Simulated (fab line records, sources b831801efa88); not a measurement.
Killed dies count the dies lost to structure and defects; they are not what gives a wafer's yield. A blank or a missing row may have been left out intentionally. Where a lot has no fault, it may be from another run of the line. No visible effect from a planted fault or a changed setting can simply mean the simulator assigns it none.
A struck lot beside a sound one | flow sky130 | 17 out of 708 route steps
Sound: these wafers, L327.1, L327.5, L327.6. Struck: wafer L341.1. (L341.4, L341.6 of the same lot were not struck and are left out.) The cause comes at the end.
For every step that has rows: the tool of each side, followed by ch and its chambers, followed by its first start. Under that, the readings that differ: sound wafers | struck wafers | difference of the means | sigmas: that difference in standard deviations of wafers without a fault.
alike: a reading whose means differ by less than 2 such deviations, as well as words and numbers matching on both sides. not compared: withheld readings; readings where some wafer has no value; bounds like >300 that might hide an equal value; numbers whose values overlap and for which the record gives no deviation.
A row with sigmas, a row that says differs or no value, or rows on one side alone: a step with any of these is where the two part. Numbers that don't overlap but have no deviation are shown without sigmas and don't part them. A reading that every wafer of one side lacks parts them only if that side has two wafers or more.

SKY_METAL2_THK_MEAS_06: measures by xrf.
  struck on filmMetro-02, day 39 15:02; sound on filmMetro-04, day 34 13:34
  alike: METAL2_ALCU_THK
then, 8 steps without rows for these wafers: SKY_METAL2_DEHYDRATE_07 (time 60 s); SKY_METAL2_HMDS_08 (prime time 60 s); SKY_METAL2_COAT_09 (resist thk 60 nm); SKY_METAL2_COAT_10 (resist thk 450 nm); SKY_METAL2_SOFTBAKE_11 (time 90 s); SKY_METAL2_EXPOSE_12 (exposes mask MM2, target cd 140 nm); SKY_METAL2_PEB_13; SKY_METAL2_DEVELOP_14 (develop time 60 s).
SKY_METAL2_CD_MEAS_15 targets a cd of 140 nm.
  struck on cdSem-02, day 40 15:13; sound on cdSem-01, day 35 16:13
  alike: cdNm
SKY_METAL2_OVL_MEAS_16:
  struck on overlay-02, day 40 15:20; sound on overlay-01, day 35 16:20
  alike: METAL2_OVL
SKY_METAL2_DESCUM_17: chemistry O2, time 8 s.
  sound on rieMetal-04 ch 0,1, day 35 16:22; struck on rieMetal-03 ch 1, day 40 15:23
reading                      | sound             | struck | difference | sigmas
chamberPressureMTorr (mTorr) | 9.997 9.994 9.987 | 10.014 | +0.021     | +2
drypumpMotorCurrentA (A)     | 6.0 5.8 6.0       | 4.7    | -1.2       | -2
oesProductAu (a.u.)          | 1.007 1.010 1.006 | 0.982  | -0.026     | -3
  not compared: rfHoursCounterH
SKY_METAL2_ETCH_18: etches BARC in N2/H2, stops on SiO2, time 45.9 s, target depth 60 nm.
  sound on rieMetal-04 ch 0,1, day 35 16:24; struck on rieMetal-03 ch 1, day 40 15:25
reading                                      | sound             | struck | difference | sigmas
drypumpMotorCurrentA (A)                     | 6.0 5.9 6.0       | 4.7    | -1.3       | -2
model.KrF-thick_of_METAL2_COAT_10.thkNm (nm) | 393.1 392.6 392.1 | 378.2  | -14.4      | 
model.METAL2.cdNm (nm)                       | 139.1 139.4 141.4 | 136.6  | -3.4       | 
  alike: chamberPressureMTorr, oesProductAu, throttleValvePct
  not compared: rfHoursCounterH
SKY_METAL2_METAL_ETCH_19: etches the open film in Cl2/BCl3, stops on SiO2, target depth 360 nm, time 78 s.
  sound on rieMetal-04 ch 0,1, day 35 16:28; struck on rieMetal-03 ch 1, day 40 15:28
reading                                      | sound           | struck | difference | sigmas
drypumpMotorCurrentA (A)                     | 6.0 5.9 5.9     | 4.7    | -1.2       | -2
model.KrF-thick_of_METAL2_COAT_10.thkNm (nm) | 154.4 155 152.1 | 146.2  | -7.6       | 
  alike: chamberPressureMTorr, oesProductAu, throttleValvePct
  not compared: rfHoursCounterH
SKY_METAL2_STRIP_20: strips in O2/N2.
  sound on plasmaAsher-03 ch 0,1, day 35 16:33; struck on plasmaAsher-03 ch 1, day 40 15:34
reading                  | sound          | struck | difference | sigmas
stripTimeToEndpointS (s) | 2.66 2.64 2.62 | 2.55   | -0.09      | -3
  alike: chamberPressureMTorr, drypumpMotorCurrentA, oesProductAu
  not compared: rfHoursCounterH
then, 1 step without rows for these wafers: SKY_METAL2_STRIP_21 (strips in post etch residue remover, time 1200 s).
-- the record jumps here: 9 days lie between the struck wafers' starts before and after (it left off in module METAL2 and takes up again in module PAD_OPEN, whose first step shown is number 708 of the route) --
SKY_PAD_OPEN_PROBE_99:
  struck on prober-02, day 49 22:02; sound on prober-01, day 46 04:50
  alike: defectLimitedYield, killed_at_M0_to_M3, killed_at_M4_up, killedAtContacts, killedAtFrontEnd, killedAtOther, killedDies, killedOpen, killedShort, sort_bin_3_pad_short, sort_bin_5_function, sort_bin_6_memory, sortNPass, sortYieldPct

## WHERE THEY PART
Last at SKY_METAL2_STRIP_20 as far as this record goes, first at SKY_METAL2_DESCUM_17. Later steps at which nothing parts them and some readings are alike: SKY_PAD_OPEN_PROBE_99.

WHY: whatever the simulator had introduced
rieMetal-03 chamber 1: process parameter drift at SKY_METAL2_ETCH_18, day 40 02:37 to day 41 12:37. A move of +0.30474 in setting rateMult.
